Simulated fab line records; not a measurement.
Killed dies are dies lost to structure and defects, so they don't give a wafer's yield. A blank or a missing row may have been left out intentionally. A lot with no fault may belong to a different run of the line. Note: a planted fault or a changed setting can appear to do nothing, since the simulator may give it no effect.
Chamber matching    flow sfq line    3 sister chambers for SFQ_TRILAYER_A5C_DEP_PECVD_142 on pecvd-01
The step deposits SiO2 from SiH4/N2O, time 15.556 s, target thk 70 nm. 14 wafers are shown with their chamber, then 7 later ones without.

== WAFERS WITH THEIR CHAMBER ==
wafer   chamber  throttle valve pct (%)  heater power w (W)  heater power outer w (W)
L272.1  2        26.7                    99                  34
L272.3  1        27.8                    77                  24
L272.5  2        26.8                    103                 36
L276.2  2        26.5                    94                  30
L276.3  1        27.5                    76                  22
L276.4  2        26.5                    98                  30
L279.3  2        26.5                    110                 42
L279.5  2        26.5                    109                 41
L279.6  0        26.2                    87                  31
L281.1  2        26.6                    105                 39
L281.2  1        27.7                    75                  22
L281.3  0        26.3                    78                  27
L284.3  2        26.7                    107                 38
L284.4  0        26.5                    87                  32

SIGNATURES (means of the wafers above)
reading               chamber 0  chamber 1  chamber 2  scatter within a chamber
throttle valve pct    26.333     27.667     26.600     0.133
heater power w        84.00      76.00      103.12     5.07
heater power outer w  30.00      22.67      36.25      3.89
Rule: for a wafer and a chamber, the distance is found by dividing, reading by reading, the gap between the wafer's reading and the chamber's mean by the reading's scatter, squaring, summing and taking the root. If the next closest chamber is less than 2 further off than the closest, the wafer can't be placed; otherwise it belongs to the closest. The scatter is the square root of a quotient: the sum, over the shown wafers, of each reading's squared deviation from its chamber's mean, divided by wafers minus chambers.

== WAFERS WITH NO CHAMBER GIVEN ==
wafer   throttle valve pct (%)  heater power w (W)  heater power outer w (W)
L284.6  27.8                    78                  24
L294.1  27.9                    78                  24
L294.2  26.3                    79                  29
L294.6  27.9                    77                  23
L295.1  28.0                    70                  18
L295.2  26.8                    99                  32
L295.6  27.8                    70                  18

== WHICH CHAMBER EACH ONE RAN IN ==
wafer   from the rows above  in truth
L284.6  1                    1
L294.1  1                    1
L294.2  0                    0
L294.6  1                    1
L295.1  1                    1
L295.2  2                    2
L295.6  1                    1
7 of 7 placed correctly. From these rows, 0 cannot be placed. Placed wrongly: 0.
